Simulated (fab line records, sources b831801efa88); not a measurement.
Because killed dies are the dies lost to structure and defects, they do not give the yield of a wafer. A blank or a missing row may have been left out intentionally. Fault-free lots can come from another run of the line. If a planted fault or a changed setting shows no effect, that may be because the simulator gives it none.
Commonality check across tools + flow sky130 + Sample size 11 lots and 39 wafers

== WHAT PROMPTED THE OPENING ==
2 of 11 lots carry a flag on the reading SD_N_RS at SKY_SD_N_RS_MEAS_16. No-fault wafers: 68.60 ohm/sq, standard deviation 0.11.
Rule: a lot gets a flag if all its wafers with a number sit over 4 standard deviations from that mean, or if no wafer of it has a number. The other lots count as sound.

| lot  | measured     | on            | SD_N_RS (ohm/sq), wafer by wafer    | flag    |
|------|--------------|---------------|-------------------------------------|---------|
| L671 | day 28 04:36 | film_metro-01 | 68.58 68.62 68.51                   |         |
| L672 | day 28 07:58 | film_metro-04 | 68.49 68.43 68.71                   |         |
| L673 | day 28 14:52 | film_metro-04 | 68.64 68.47 68.65                   |         |
| L675 | day 29 12:49 | film_metro-04 | 68.51 68.47 68.46                   |         |
| L677 | day 30 08:55 | film_metro-04 | 68.60 68.43 68.54                   |         |
| L686 | day 33 03:44 | film_metro-02 | 70.83 70.72 70.94 70.76 70.87 70.82 | FLAGGED |
| L687 | day 33 09:33 | film_metro-04 | 68.72 68.47 68.76                   |         |
| L688 | day 33 22:01 | film_metro-04 | 70.86 70.76 70.75 70.81 70.88 70.90 | FLAGGED |
| L689 | day 34 01:22 | film_metro-04 | 68.68 68.54 68.49                   |         |
| L691 | day 34 15:47 | film_metro-04 | 68.52 68.46 68.49                   |         |
| L693 | day 35 00:24 | film_metro-04 | 68.75 68.61 68.59                   |         |
The numbers of the flagged lots are 70.83 ohm/sq on average: +2.23 ohm/sq against the usual, or +20 standard deviations.

== EACH LOT AND THE TOOL IT RAN ON ==
Before the reading, the record contains 2 process steps out of a 708-step route. Every cell lists first the tool, next ch and the chambers used by the sampled wafers, and last the start.
| lot  | flag    | SKY_LDD_HVN_STRIP_09                 | SKY_SD_N_RTA_14                  |
|------|---------|--------------------------------------|----------------------------------|
| L671 |         | plasma_asher-02 ch 1, day 20 16:56   | rtp_anneal-01 ch 0, day 28 04:25 |
| L672 |         | plasma_asher-01 ch 0,1, day 20 21:04 | rtp_anneal-02 ch 0, day 28 07:46 |
| L673 |         | plasma_asher-03 ch 0,1, day 21 05:02 | rtp_anneal-01 ch 0, day 28 14:41 |
| L675 |         | plasma_asher-02 ch 0,1, day 22 03:31 | rtp_anneal-01 ch 0, day 29 12:37 |
| L677 |         | plasma_asher-02 ch 0,1, day 22 23:32 | rtp_anneal-01 ch 0, day 30 08:44 |
| L686 | FLAGGED | plasma_asher-03 ch 0,1, day 26 00:04 | rtp_anneal-01 ch 0, day 33 03:33 |
| L687 |         | plasma_asher-03 ch 0,1, day 26 08:32 | rtp_anneal-02 ch 0, day 33 09:22 |
| L688 | FLAGGED | plasma_asher-01 ch 0,1, day 26 16:19 | rtp_anneal-01 ch 0, day 33 21:47 |
| L689 |         | plasma_asher-03 ch 0,1, day 26 22:08 | rtp_anneal-02 ch 0, day 34 01:11 |
| L691 |         | plasma_asher-03 ch 0,1, day 27 14:32 | rtp_anneal-02 ch 0, day 34 15:37 |
| L693 |         | plasma_asher-03 ch 0,1, day 28 02:43 | rtp_anneal-02 ch 0, day 35 00:13 |
What these steps do:
- SKY_LDD_HVN_STRIP_09: strips in O2/N2.
- SKY_SD_N_RTA_14: time 2 s.
- SKY_SD_N_RS_MEAS_16: measures by four-point-probe.

== FLAGGED OVER TOTAL, TOOL BY TOOL (the gauges that took the reading come last) ==
| step                 | tool            | lots run | flagged | share of the flagged lots | sound lots run after its first flagged lot |
|----------------------|-----------------|----------|---------|---------------------------|--------------------------------------------|
| SKY_LDD_HVN_STRIP_09 | plasma_asher-01 | 2        | 1       | some                      | 0                                          |
| SKY_LDD_HVN_STRIP_09 | plasma_asher-02 | 3        | 0       | none                      | -                                          |
| SKY_LDD_HVN_STRIP_09 | plasma_asher-03 | 6        | 1       | some                      | 4 (L687,L689,L691,L693)                    |
| SKY_SD_N_RTA_14      | rtp_anneal-01   | 6        | 2       | all                       | 0                                          |
| SKY_SD_N_RTA_14      | rtp_anneal-02   | 5        | 0       | none                      | -                                          |
| SKY_SD_N_RS_MEAS_16  | film_metro-01   | 1        | 0       | none                      | -                                          |
| SKY_SD_N_RS_MEAS_16  | film_metro-02   | 1        | 1       | some                      | 0                                          |
| SKY_SD_N_RS_MEAS_16  | film_metro-04   | 9        | 1       | some                      | 3 (L689,L691,L693)                         |

== WHAT IS ALLOWED BY THE TABLE ==
1 row of the table ran every flagged lot: rtp_anneal-01 at SKY_SD_N_RTA_14.
- rtp_anneal-01 at SKY_SD_N_RTA_14 ran 6 lots, 2 of them flagged. A fault beginning between L677 (day 30 08:44), its last sound lot, and L686 (day 33 03:33), its first flagged one, fits the data. Its own readings (lamp_power_pct) fall more than 4 standard deviations out on all wafers of the flagged lots.
What remains is a single tool, rtp_anneal-01 at SKY_SD_N_RTA_14.

== WHAT HAD BEEN PUT IN BY THE SIMULATOR ==
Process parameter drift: rtp_anneal-01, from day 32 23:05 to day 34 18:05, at SKY_SD_N_RTA_14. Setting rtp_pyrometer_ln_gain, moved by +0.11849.
Struck lots among those shown: L686, L688. The rule given above showed the same thing.
